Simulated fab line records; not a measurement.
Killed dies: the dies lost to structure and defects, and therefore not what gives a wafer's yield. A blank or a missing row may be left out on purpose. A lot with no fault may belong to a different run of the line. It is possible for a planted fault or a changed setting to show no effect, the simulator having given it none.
Problem report in the 8D (eight disciplines) form, filled by code || flow gf180mcu || the parts of the form that need people (team, actions taken, sign-off) are left out

1. THE PROBLEM
Mean of developer temp C at GF_STI_DEVELOP_11: 21.76 C across 6 wafers in 2 lots; on wafers with no fault it is 20.99 C (standard deviation 0.089). That is +8.6 standard deviations from the usual mean.
The step: develop time 60 s.
The first sign was on wafer L628.2 at day 4 14:42, on litho track-04. At this step, 42 wafers from 14 lots have a number in the record. The rule behind "out" and "out of limits": a value lying over 4 standard deviations away from the usual mean. All remaining wafers that have a number are taken as sound.

2. WHAT IT IS, WHAT IT ISN'T
{"question": "which readings at this step", "is": "developer temp C", "is not": "-"}
{"question": "which lots", "is": "L628, L629", "is not": "L617, L619, L620, L621, L622, L624, L625, L627, L630, L636, L638, L639"}
{"question": "which wafers of those lots", "is": "all that have a number", "is not": "-"}
{"question": "read on which tools", "is": "litho track-04", "is not": "litho track-01, litho track-02"}
{"question": "when", "is": "from day 4 14:42", "is not": "up to then (24 sound wafers); but 12 sound wafers of L630, L636, L638, L639 came after"}

3. THE SUSPECTS, EACH WITH WHAT RULES IT OUT
Counting: any tool at a process step up to the reading is kept as a suspect provided that every lot that is out went through it and no sound lot did after the first of them.
- litho track-04 at GF_STI_DEVELOP_11 (develop time 60 s): kept. All lots that are out passed through it, beginning with L628 at day 4 14:42, and no sound lot followed; its final sound lot before that point was L627 at day 4 09:53. Out on those wafers are its own readings of developer temp C.
Left after counting: litho track-04 at GF_STI_DEVELOP_11.

4. THE CAUSE (what the simulator had put in)
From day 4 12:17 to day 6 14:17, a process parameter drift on litho track-04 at GF_STI_DEVELOP_11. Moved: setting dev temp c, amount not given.
The count eliminated every tool but this one.

5. SEQUENCE OF EFFECTS, ordered by route
One row per reading whose mean, taken over the struck wafers that have a number, lies over 3 standard deviations from the usual. Scope: only readings with a usual standard deviation given in the record; hours: median across lots of the time from each lot's start at the first step in this table that gives one to its start at this step; sigmas: change in usual standard deviations.
{"hours": 0, "step": "GF_STI_DEVELOP_11", "reading": "developer temp C", "usual": "20.99 C", "on struck wafers": 21.76, "change": "+0.77", "sigmas": "+8.6"}
Its process steps:
- GF_STI_DEVELOP_11: develop time 60 s.
Later steps that measure or inspect, where all struck wafers having a row at the step show a number for every such reading and not one has moved that far: GF_STI_THK_MEAS_22, GF_VT_IMPLANT_OVL_MEAS_29, GF_DUAL_GATE_THK_MEAS_03.

6. HOW IT WOULD HAVE BEEN CAUGHT EARLIER
First out-of-limits reading in this record: day 4 14:42, which is 2 hours after fault onset at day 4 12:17.
